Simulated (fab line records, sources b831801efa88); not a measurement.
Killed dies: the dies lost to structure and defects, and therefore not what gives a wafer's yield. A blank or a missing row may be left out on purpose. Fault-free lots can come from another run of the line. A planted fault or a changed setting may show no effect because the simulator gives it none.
fab line records | flow gf180mcu
[record] lots = 7 wafers = 21 last-day = 34
route steps=602 shown CONTACT@287
lots that met no fault: from a run of the same line without faults
start-h: the number of hours between the record's first day and the start of the first shown wafer of the lot | wait-h: hours from the lot's prior step to this one | " identical to the entry in the row above | L1.1+2: one row covering several wafers at once | - no value, or no start was given | * or withheld: withheld | < > ~ a bound
route shown NAME@n: NAME is a module with steps in the file, n the number in the route of the first one | usual: the fault-free wafers' mean and standard deviation | same: alike in all rows | chamber/n: place in a boat | sites: readings site by site | _std_site: standard deviation across them | _edge_site: inner sites' mean taken away from outer sites' mean | radius-mm: how far each site lies from the wafer's centre | mask NAME#n: copy n | behind: the most recent tool/chamber to have shaped the wafer | hold: reason for holding the lot/hours on hold/outcome of the hold | device: the transistor (n, p or np) that didn't switch | end of line: the route-end tests of the same wafers | for a step that has no rows: nothing shown but its recipe | killed: the dies lost at the first sort to structure and to defects; this is not the yield of the wafer | map: shows each die of a wafer: x if killed, . if not, _ if none is there
set.NAME: setting as actually run; set.NAME@STEP: the setting as run at that earlier step | model.NAME: the simulator's own value behind a step, which no gauge read
certain route steps with their lots: each step a table, each wafer a row
services: from which hour (start-h, from the record's first day; less than 0 if before it) a tool's chamber was out of use, for how many hours, and why
[[steps]]
[step GF_CONTACT_CVD_00]
[recipe] material = SiO2 target-thk-nm = 300 sigma-open-frac = 0.3 temp-c = 400 time-s = 50 sih4-flow-sccm = 60 pressure-mtorr = 6
[step GF_CONTACT_THK_MEAS_01]
[recipe] reads = SiO2_of_CONTACT_CVD_00
[usual] CONTACT_CVD_00_THK = 301/3.3
// columns lot.wafer tool chamber start-h wait-h CONTACT_CVD_00_THK[nm]
L926.1 film-metro-02 - 349.28 0.0 303
L926.2 " - " " 300
L926.5 " - " " 299
L930.2 film-metro-04 - 388.69 0.0 302
L930.3 " - " " 301
L930.6 " - " " 305
L933.1 film-metro-02 - 409.09 0.0 298
L933.2 " - " " 307
L933.4 " - " " 301
L934.1 film-metro-04 - 424.70 0.0 300
L934.3 " - " " 298
L934.4 " - " " 295
L936.1 film-metro-01 - 435.01 0.0 302
L936.5 " - " " 300
L936.6 " - " " 300
L941.4 film-metro-04 - 476.68 0.0 298
L941.5 " - " " 298
L941.6 " - " " 305
L945.2 film-metro-01 - 519.14 0.0 300
L945.3 " - " " 304
L945.5 " - " " 299
[step GF_CONTACT_CVD_02]
[recipe] material = SiO2 target-thk-nm = 860 precursor = TEOS temp-c = 400 time-s = 95.992 rf-w = 600
[usual] heater-power-w = 617/85
// columns lot.wafer tool chamber start-h wait-h heater-power-w
L926.1 pecvd-01 1 349.34 0.1 591
L926.2 " 2 " " 613
L926.5 " 0 " " 547
L930.2 pecvd-04 0 388.74 0.0 487
L930.3 " 1 " " 637
L930.6 " 1 " " 508
L933.1 pecvd-04 2 409.15 0.1 686
L933.2 " 0 " " 519
L933.4 " 1 " " 640
L934.1 pecvd-03 0 424.76 0.1 603
L934.3 " 2 " " 675
L934.4 " 1 " " 654
L936.1 pecvd-01 1 435.07 0.1 702
L936.5 " 0 " " 699
L936.6 " 1 " " 747
L941.4 pecvd-04 2 476.75 0.1 755
L941.5 " 0 " " 505
L941.6 " 1 " " 509
L945.2 pecvd-04 0 519.19 0.0 500
L945.3 " 1 " " 643
L945.5 " 0 " " 516
[step GF_CONTACT_THK_MEAS_03]
[recipe] reads = SiO2_of_CONTACT_CVD_02
[usual] CONTACT_CVD_02_THK = 861/11
// columns lot.wafer tool chamber start-h wait-h CONTACT_CVD_02_THK[nm]
L926.1 film-metro-04 - 349.41 0.0 859
L926.2 " - " " 859
L926.5 " - " " 859
L930.2 film-metro-01 - 388.82 0.0 854
L930.3 " - " " 840
L930.6 " - " " 860
L933.1 film-metro-01 - 409.22 0.0 837
L933.2 " - " " 858
L933.4 " - " " 862
L934.1 film-metro-02 - 424.83 0.0 868
L934.3 " - " " 863
L934.4 " - " " 891
L936.1 film-metro-04 - 435.14 0.0 836
L936.5 " - " " 860
L936.6 " - " " 854
L941.4 film-metro-01 - 476.81 0.0 856
L941.5 " - " " 866
L941.6 " - " " 857
L945.2 film-metro-02 - 519.27 0.0 870
L945.3 " - " " 871
L945.5 " - " " 876
[step GF_CONTACT_CMP_04]
[recipe] material = SiO2 down-force-psi = 4 platen-rpm = 60 pad-velocity-m-s = 0.94248
[usual] motor-current-A = 12.3/0.83 time-to-endpoint-s = 115/4.9
// columns lot.wafer tool chamber start-h wait-h motor-current-A time-to-endpoint-s
L926.2 cmp-01 3 349.52 0.1 13.3 114
L926.1 " 0 " " 11.5 115
L926.5 " 3 " " 12.8 114
L930.3 cmp-02 2 388.87 0.0 12.1 104
L930.2 " 1 " " 10.7 107
L930.6 " 2 " " 12.5 114
L933.2 cmp-01 3 409.28 0.0 12.3 117
L933.4 " 0 " " 11.5 112
L933.1 " 2 " " 12.1 102
L934.4 cmp-01 0 424.94 0.1 11.9 124
L934.3 " 1 " " 11.9 117
L934.1 " 2 " " 12.1 118
L936.1 cmp-01 1 435.20 0.1 12.1 104
L936.6 " 1 " " 12.4 110
L936.5 " 2 " " 11.8 109
L941.4 cmp-01 3 476.94 0.1 13.9 112
L941.5 " 1 " " 11.7 112
L941.6 " 2 " " 12.3 114
L945.3 cmp-01 3 519.32 0.0 13.4 123
L945.2 " 2 " " 12.4 118
L945.5 " 3 " " 12.9 121
[step GF_CONTACT_BOW_MEAS_05]
[recipe] mode = bow
[usual] CONTACT_BOW = 66/6.3
// columns lot.wafer tool chamber start-h wait-h CONTACT_BOW[um]
L926.1 film-metro-01 - 349.77 0.1 60
L926.2 " - " " 71
L926.5 " - " " 56
L930.2 film-metro-01 - 389.19 0.1 77
L930.3 " - " " 75
L930.6 " - " " 66
L933.1 film-metro-02 - 409.58 0.1 71
L933.2 " - " " 76
L933.4 " - " " 71
L934.1 film-metro-01 - 425.19 0.1 62
L934.3 " - " " 55
L934.4 " - " " 70
L936.1 film-metro-04 - 435.50 0.2 82
L936.5 " - " " 76
L936.6 " - " " 74
L941.4 film-metro-04 - 477.20 0.2 57
L941.5 " - " " 72
L941.6 " - " " 67
L945.2 film-metro-04 - 519.64 0.1 61
L945.3 " - " " 73
L945.5 " - " " 67
[step GF_CONTACT_DEHYDRATE_06]
[recipe] temp-c = 200 time-s = 60
[step GF_CONTACT_HMDS_07]
[recipe] prime-time-s = 60 prime-temp-c = 120
[step GF_CONTACT_COAT_08]
[recipe] resist = BARC temp-c = withheld time-s = withheld spin-rpm = withheld resist-thk-nm = withheld
[step GF_CONTACT_COAT_09]
[recipe] resist = KrF spin-rpm = withheld resist-thk-nm = 1000
[step GF_CONTACT_SOFTBAKE_10]
[recipe] temp-c = 130 time-s = 60 resist = KrF
[step GF_CONTACT_EXPOSE_11]
[recipe] mask-id = Contact target-cd-nm = 220 na = 0.68 source-shape = conventional sigma-outer = 0.6 dose-mj = 38
[step GF_CONTACT_PEB_12]
[recipe] peb-temp-c = 135 peb-time-s = 90 resist = KrF
[usual] chill-plate-temp-C = 22.98/0.12 exhaust-pa = 45.0/0.86
// columns lot.wafer tool chamber start-h wait-h chill-plate-temp-C exhaust-pa
L926.1 litho-track-01 0 371.15 - 22.70 45.5
L926.2 " 0 " " 22.91 45.2
L926.5 " 0 " " 22.91 44.2
L930.2 litho-track-01 0 412.43 - 22.77 46.8
L930.3 " 0 " " 22.77 45.5
L930.6 " 0 " " 22.80 46.0
L933.1 litho-track-01 - 433.30 - - -
L933.2 " - " " - -
L933.4 " - " " - -
L934.1 litho-track-02 - 449.62 - - -
L934.3 " - " " - -
L934.4 " - " " - -
L936.1 litho-track-02 - 459.57 - - -
L936.5 " - " " - -
L936.6 " - " " - -
L941.4 litho-track-03 0 500.56 - 23.13 44.6
L941.5 " 0 " " 23.01 43.3
L941.6 " 0 " " 23.11 45.2
L945.2 litho-track-02 0 542.61 - 23.17 45.4
L945.3 " 0 " " 23.10 44.5
L945.5 " 0 " " 23.13 45.3
[step GF_CONTACT_DEVELOP_13]
[recipe] develop-time-s = 60 resist = KrF dev-temp-c = 21
[[services]]
// columns tool chamber start-h hours kind
pecvd-03 1 336.73 3.2 repair
cmp-01 - 338.11 7.4 pm
pecvd-01 0 352.01 8.6 repair
pecvd-03 - 366.59 0.4 repair
cmp-01 - 375.28 1.4 repair
pecvd-03 - 375.57 14.6 pm
pecvd-01 - 377.37 0.4 repair
cmp-02 - 385.45 1.3 repair
pecvd-01 - 392.20 0.9 repair
pecvd-03 - 393.33 2.5 repair
pecvd-03 2 393.56 10.2 repair
pecvd-03 0 400.31 15.6 repair
cmp-02 - 406.16 4.0 pm
cmp-02 - 410.16 - consumable-replace:conditioner
cmp-02 - 410.16 - consumable-replace:pad
pecvd-04 2 457.37 10.4 repair
pecvd-03 0 458.46 5.2 repair
pecvd-03 1 461.67 2.8 repair
cmp-02 - 479.35 1.0 repair
pecvd-03 2 483.25 27.4 repair
pecvd-01 1 499.84 28.8 repair
cmp-01 - 514.81 0.7 repair
cmp-02 - 518.05 3.9 pm
[[key]]
[first-sign] step = GF_CONTACT_PEB_12 reading = tool-record direction = missing
effect none on later readings
met-at GF_CONTACT_PEB_12
struck-wafers L933.1,L933.2,L933.4,L934.1,L934.3,L934.4,L936.1,L936.5,L936.6
later-rows-left-out L933.1,L933.2,L933.4,L934.1,L934.3,L934.4,L936.1,L936.5,L936.6
sort-left-out L933.1,L933.2,L933.4,L934.1,L934.3,L934.4,L936.1,L936.5,L936.6
tester-left-out L933,L934,L936
onset-between 412.43 433.30
[fault] kind = skipped-step-whole tool = litho-track-01,litho-track-02 chamber = - onset-h = 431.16 steps = GF_CONTACT_PEB_12 scope = struck-lots-only
// tester-left-out: of these lots the tester's yield and bins aren't shown, on N5 and GAA mostly nor the transistor test; their killed dies are dies lost to structure and defects alone, not to doping, threshold or leakage, so they don't give the yield
// sort-left-out: the simulated sort isn't trusted on such a fault, so these wafers' sort isn't shown, and their yield isn't known
// later-rows-left-out: the simulator's readings of these wafers behind a module that went badly wrong aren't trusted and aren't shown, but for the sort
